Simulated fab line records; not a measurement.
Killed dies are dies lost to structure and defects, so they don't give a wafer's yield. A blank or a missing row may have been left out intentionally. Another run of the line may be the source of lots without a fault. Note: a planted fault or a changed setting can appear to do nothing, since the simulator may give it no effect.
Matching of chambers    flow sky130    4 sister chambers for SKY_VIA1_ETCH_14 on rie-diel-04
The step etches BARC in N2/H2, stops on SiO2, time 45.9 s, target depth 60 nm. 8 wafers are shown with their chamber, then 9 later ones without.

EACH WAFER AND ITS CHAMBER
wafer   chamber  throttle-valve-pct (%)  oes-product-au (a.u.)
L082.5  3        13.217                  0.859
L082.6  0        13.198                  0.856
L084.4  1        13.204                  0.851
L091.4  0        13.221                  0.858
L091.6  3        13.232                  0.859
L094.2  1        13.225                  0.858
L094.3  2        13.230                  0.860
L094.6  2        13.232                  0.854

WAFERS WITHOUT THEIR CHAMBER
wafer   throttle-valve-pct (%)  oes-product-au (a.u.)
L095.2  13.229                  0.853
L095.3  13.224                  0.857
L095.6  13.224                  0.860
L096.4  13.221                  0.852
L096.5  13.237                  0.848
L096.6  13.219                  0.860
L097.1  13.229                  0.858
L097.3  13.218                  0.852
L097.4  13.222                  0.855

WHICH CHAMBER EACH WENT THROUGH
wafer   from the rows above                in truth
L095.2  can't be placed: 2 or 1 or 3 or 0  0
L095.3  can't be placed: 2 or 3 or 1 or 0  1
L095.6  can't be placed: 3 or 2 or 0 or 1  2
L096.4  can't be placed: 1 or 2 or 0 or 3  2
L096.5  can't be placed: 1 or 2 or 3 or 0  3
L096.6  can't be placed: 3 or 0 or 2 or 1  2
L097.1  can't be placed: 2 or 3 or 1 or 0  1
L097.3  can't be placed: 1 or 0 or 2 or 3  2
L097.4  can't be placed: 1 or 2 or 0 or 3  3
Placed correctly: 0 of 9. These rows do not allow placing 9 (true chamber among the candidates in 9). Placed wrongly: 0.
How it was worked out, from the rows above alone: a wafer's distance from a chamber is the root of the sum, over the readings, of the square of ((its reading less the chamber's mean) divided by the reading's scatter). The wafer belongs to the nearest chamber; if the next one is less than 2 further off, it can't be placed. For every chamber, the mean is computed from those of its wafers that are shown. How the scatter is found: for the shown wafers, subtract from each reading the mean of its chamber, square and add these, divide the total by (wafers less chambers), then take the root.
